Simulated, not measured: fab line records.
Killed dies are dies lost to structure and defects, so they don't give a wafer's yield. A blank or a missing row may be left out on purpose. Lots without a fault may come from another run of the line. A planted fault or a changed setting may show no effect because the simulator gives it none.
Chamber matching :: flow sky130 :: SKY_SONOS_ONO_ETCH_15 on rie diel-03 has 4 sister chambers
The step etches the open film in CHF3/O2, target depth 19.52 nm, time 7.8 s. 16 wafers are shown with their chamber, then 8 later ones without.

## WAFERS WITH THEIR CHAMBER
wafer: L398.2
chamber: 0
drypump motor current A (A): 6.3
oes product au (a.u.): 0.992
throttle valve pct (%): 8.833

wafer: L398.3
chamber: 1
drypump motor current A (A): 6.5
oes product au (a.u.): 0.985
throttle valve pct (%): 8.817

wafer: L398.4
chamber: 2
drypump motor current A (A): 5.7
oes product au (a.u.): 0.990
throttle valve pct (%): 8.818

wafer: L402.1
chamber: 3
drypump motor current A (A): 5.9
oes product au (a.u.): 0.986
throttle valve pct (%): 8.817

wafer: L402.2
chamber: 0
drypump motor current A (A): 6.3
oes product au (a.u.): 0.999
throttle valve pct (%): 8.830

wafer: L402.3
chamber: 2
drypump motor current A (A): 5.7
oes product au (a.u.): 0.995
throttle valve pct (%): 8.831

wafer: L403.1
chamber: 3
drypump motor current A (A): 5.9
oes product au (a.u.): 0.986
throttle valve pct (%): 8.813

wafer: L403.3
chamber: 0
drypump motor current A (A): 6.4
oes product au (a.u.): 0.997
throttle valve pct (%): 8.821

wafer: L403.6
chamber: 3
drypump motor current A (A): 5.9
oes product au (a.u.): 0.994
throttle valve pct (%): 8.831

wafer: L404.3
chamber: 1
drypump motor current A (A): 6.5
oes product au (a.u.): 0.990
throttle valve pct (%): 8.816

wafer: L404.4
chamber: 0
drypump motor current A (A): 6.4
oes product au (a.u.): 1.005
throttle valve pct (%): 8.826

wafer: L404.6
chamber: 0
drypump motor current A (A): 6.3
oes product au (a.u.): 0.996
throttle valve pct (%): 8.810

wafer: L405.1
chamber: 3
drypump motor current A (A): 5.9
oes product au (a.u.): 0.993
throttle valve pct (%): 8.822

wafer: L405.3
chamber: 1
drypump motor current A (A): 6.4
oes product au (a.u.): 0.994
throttle valve pct (%): 8.825

wafer: L405.6
chamber: 2
drypump motor current A (A): 5.7
oes product au (a.u.): 0.997
throttle valve pct (%): 8.822

wafer: L409.2
chamber: 0
drypump motor current A (A): 6.4
oes product au (a.u.): 0.987
throttle valve pct (%): 8.820

SIGNATURES (averages over the wafers above)
reading: drypump motor current A
chamber 0: 6.350
chamber 1: 6.467
chamber 2: 5.700
chamber 3: 5.900
scatter within a chamber: 0.0425

reading: oes product au
chamber 0: 0.99600
chamber 1: 0.98967
chamber 2: 0.99400
chamber 3: 0.98975
scatter within a chamber: 0.00509

reading: throttle valve pct
chamber 0: 8.82333
chamber 1: 8.81933
chamber 2: 8.82367
chamber 3: 8.82075
scatter within a chamber: 0.0074
Rule: distance of a wafer from a chamber = root of the sum over the readings of ((wafer's reading minus chamber's mean) / reading's scatter) squared. The wafer belongs to the nearest chamber; if the next one is less than 2 further off, it can't be placed. The scatter: take each reading less its chamber's mean, square it, sum over the shown wafers, divide by the number of wafers less the number of chambers, and take the root.

## WAFERS WITHOUT THEIR CHAMBER
wafer: L409.4
drypump motor current A (A): 6.5
oes product au (a.u.): 0.992
throttle valve pct (%): 8.826

wafer: L409.6
drypump motor current A (A): 6.3
oes product au (a.u.): 0.991
throttle valve pct (%): 8.813

wafer: L418.2
drypump motor current A (A): 6.3
oes product au (a.u.): 0.987
throttle valve pct (%): 8.820

wafer: L418.4
drypump motor current A (A): 6.4
oes product au (a.u.): 0.985
throttle valve pct (%): 8.816

wafer: L418.6
drypump motor current A (A): 6.3
oes product au (a.u.): 0.987
throttle valve pct (%): 8.822

wafer: L419.2
drypump motor current A (A): 5.7
oes product au (a.u.): 1.002
throttle valve pct (%): 8.829

wafer: L419.4
drypump motor current A (A): 6.5
oes product au (a.u.): 0.990
throttle valve pct (%): 8.820

wafer: L419.6
drypump motor current A (A): 6.5
oes product au (a.u.): 0.990
throttle valve pct (%): 8.810

## THE CHAMBER EACH PASSED THROUGH
wafer: L409.4
from the rows above: 1
in truth: 1

wafer: L409.6
from the rows above: can't be placed: 0 or 1
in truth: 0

wafer: L418.2
from the rows above: can't be placed: 0 or 1
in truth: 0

wafer: L418.4
from the rows above: can't be placed: 1 or 0
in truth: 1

wafer: L418.6
from the rows above: can't be placed: 0 or 1
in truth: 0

wafer: L419.2
from the rows above: 2
in truth: 2

wafer: L419.4
from the rows above: 1
in truth: 1

wafer: L419.6
from the rows above: 1
in truth: 1
Correct placement for 4 of the 8. Can't be placed from these rows: 4 (the true chamber is among the candidates in 4). Number placed wrongly: 0.
